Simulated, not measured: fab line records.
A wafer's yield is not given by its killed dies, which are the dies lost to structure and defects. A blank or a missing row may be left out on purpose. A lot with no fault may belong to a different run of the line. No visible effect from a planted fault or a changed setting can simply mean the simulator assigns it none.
Comparing a struck lot with a sound one -- flow sky130 -- 15 steps out of a route of 708
Sound: the wafers L398.3, L398.5, L398.6. Wafers L402.2, L402.3, L402.4 were the ones struck. At the end, the cause is stated.
For every step that has rows: the tool of each side, followed by ch and its chambers, followed by its first start. Under that, the readings that differ: sound wafers -- struck wafers -- difference of the means -- sigmas: that difference in standard deviations of wafers without a fault.
alike: same words and numbers on both sides, and readings whose means sit less than 2 such deviations apart. not compared: any withheld reading, any reading some wafer has no value for, any bound like >300 that may hide the same value, and any number with overlapping values for which the record gives no deviation.
A row with sigmas, a row that says differs or no value, or rows on one side alone: a step with any of these is where the two part. Numbers that don't overlap but have no deviation are shown without sigmas and don't part them. A reading that every wafer of one side lacks parts them only if that side has two wafers or more.

first, 7 steps without rows for these wafers: SKY_METAL3_HMDS_06 (prime time 60 s); SKY_METAL3_COAT_07 (resist thk 60 nm); SKY_METAL3_COAT_08 (resist thk 1140 nm); SKY_METAL3_SOFTBAKE_09 (time 90 s); SKY_METAL3_EXPOSE_10 (exposes mask MM3, target cd 300 nm); SKY_METAL3_PEB_11; SKY_METAL3_DEVELOP_12 (develop time 60 s).
SKY_METAL3_CD_MEAS_13 targets a cd of 300 nm.
  sound on cdSem-01 at day 41 22:26; struck on cdSem-02 at day 42 19:46
  alike: cdNm
SKY_METAL3_OVL_MEAS_14:
  sound on overlay-02 at day 41 22:31; struck on overlay-02 at day 42 19:53
  alike: METAL3_OVL
SKY_METAL3_DESCUM_15: chemistry O2, time 8 s.
  sound on rieMetal-02 ch 0,1, day 41 22:34; struck on rieMetal-01 ch 0,1, day 42 19:55
  alike: drypumpMotorCurrentA, oesProductAu
  not compared: rfHoursCounterH
SKY_METAL3_ETCH_16: etches BARC in N2/H2, stops on SiO2, time 88.2 s, target depth 60 nm.
  sound on rieMetal-02 ch 0,1, day 41 22:38; struck on rieMetal-01 ch 0,1, day 42 19:56
  alike: biasW, drypumpMotorCurrentA, oesProductAu, throttleValvePct
  not compared: rfHoursCounterH
SKY_METAL3_ETCH_17: etches SiO2 in C4F8/O2/Ar, stops on TiN, time 3.9 s, target depth 15 nm.
  sound on rieDiel-01 ch 1,2,3, day 41 22:43; struck on rieDiel-04 ch 0,1,3, day 42 20:02
  alike: biasW, oesProductAu
  not compared: rfHoursCounterH
SKY_METAL3_METAL_ETCH_18: etches the open film in Cl2/BCl3, stops on SiO2, target depth 845 nm, time 183.1 s.
  sound on rieMetal-04 ch 0,1, day 41 22:48; struck on rieMetal-04 ch 0,1, day 42 20:04
reading,sound,struck,difference,sigmas
biasW (W),48.40 48.47 48.50,45.47 45.77 45.51,-2.87,-21
model.KrF-thick_of_METAL3_COAT_08.thkNm (nm),523.5 528.3 519.4,543.6 540.6 544.1,+19.0,
  alike: drypumpMotorCurrentA, oesProductAu, throttleValvePct
  not compared: rfHoursCounterH
SKY_METAL3_STRIP_19: strips in O2/N2.
  sound on plasmaAsher-02 ch 0,1, day 41 22:57; struck on plasmaAsher-02 ch 0,1, day 42 20:14
reading,sound,struck,difference,sigmas
oesProductAu (a.u.),0.499 0.495 0.490,0.510 0.509 0.508,+0.014,+3
stripTimeToEndpointS (s),6.50 6.54 6.47,6.70 6.67 6.70,+0.19,+3
  alike: drypumpMotorCurrentA
  not compared: rfHoursCounterH
-- the record jumps here: 6 days lie between the struck wafers' starts before and after (it left off in module METAL3 and takes up again in module PAD_OPEN, whose first step shown is number 708 of the route) --
SKY_PAD_OPEN_PROBE_99:
  record: rows for the struck wafers here (prober-02, day 49 05:40), none for the sound ones

== WHERE THEY PART ==
Earliest at SKY_METAL3_METAL_ETCH_18; latest, in this record, at SKY_PAD_OPEN_PROBE_99.

WHY: what had been put in by the simulator
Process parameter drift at SKY_METAL3_METAL_ETCH_18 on rieMetal-04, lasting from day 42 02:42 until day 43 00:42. A move of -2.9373 in setting biasW, from 48.5. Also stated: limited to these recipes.
